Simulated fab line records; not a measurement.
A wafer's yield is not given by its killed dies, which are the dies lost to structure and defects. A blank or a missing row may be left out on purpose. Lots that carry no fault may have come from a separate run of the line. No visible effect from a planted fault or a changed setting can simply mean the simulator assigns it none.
Which tool was responsible?	flow sky130	Sampling: 12 lots, 36 wafers, 2 of 708 route steps

## WHAT THE GAUGES READ, wafer by wafer
SKY_POLY_CUT_CD_MEAS_08: the cd target is 270 nm.
lot	measured	on	cd-nm (nm)
L075	day 24 13:50	cd-sem-01	270.7 271.3 272.4
L077	day 25 05:02	cd-sem-01	268.3 267.1 268.9
L079	day 26 05:50	cd-sem-02	270.4 270.9 269.5
L082	day 27 15:46	cd-sem-01	272.6 272.4 272.3
L083	day 28 00:39	cd-sem-02	271.7 271.7 271.6
L085	day 28 09:08	cd-sem-02	272.0 270.4 269.8
L087	day 28 23:35	cd-sem-01	269.0 268.3 268.7
L089	day 29 07:40	cd-sem-02	271.5 271.7 271.8
L091	day 30 01:26	cd-sem-01	269.4 270.3 269.7
L093	day 30 19:00	cd-sem-01	270.5 269.4 270.7
L095	day 31 09:21	cd-sem-01	270.2 269.7 269.1
L097	day 31 20:30	cd-sem-02	270.7 270.2 271.4

## TOOL THAT RAN EACH LOT (tool first, then ch and the chambers of the sampled wafers, then the start)
lot	SKY_LDD_N_STRIP_16
L075	plasma-asher-03 ch 0,1, day 17 23:13
L077	plasma-asher-01 ch 0,1, day 18 19:31
L079	plasma-asher-04 ch 0,1, day 19 22:46
L082	plasma-asher-03 ch 1, day 21 11:10
L083	plasma-asher-03 ch 0,1, day 21 16:34
L085	plasma-asher-03 ch 0,1, day 22 02:37
L087	plasma-asher-01 ch 0,1, day 22 14:01
L089	plasma-asher-04 ch 0,1, day 23 03:12
L091	plasma-asher-01 ch 0,1, day 23 22:49
L093	plasma-asher-04 ch 0,1, day 24 16:19
L095	plasma-asher-01 ch 0,1, day 25 03:58
L097	plasma-asher-03 ch 0,1, day 26 00:01
- SKY_LDD_N_STRIP_16: strips in O2/N2.

## THE ANSWER, worked out from the rows above alone
Rule: the usual values come from the lots themselves. Put in order of their means at a reading, lots are off if they are a third of the lots or fewer, leave a main group of 4 or more, and stand apart from it by a gap of 3 or more times the standard deviation of the main group's means; of several such gaps the widest counts. If all means in a main group match to the digits the tables above print for the reading, that group is not used. A lot without any number at a reading at which 4 lots or more have one is off too. Any other lot the step has rows for is counted as sound.
Across all readings shown, no lot is off: no conclusion can be drawn from this.

## WHAT THE SIMULATOR PUT IN
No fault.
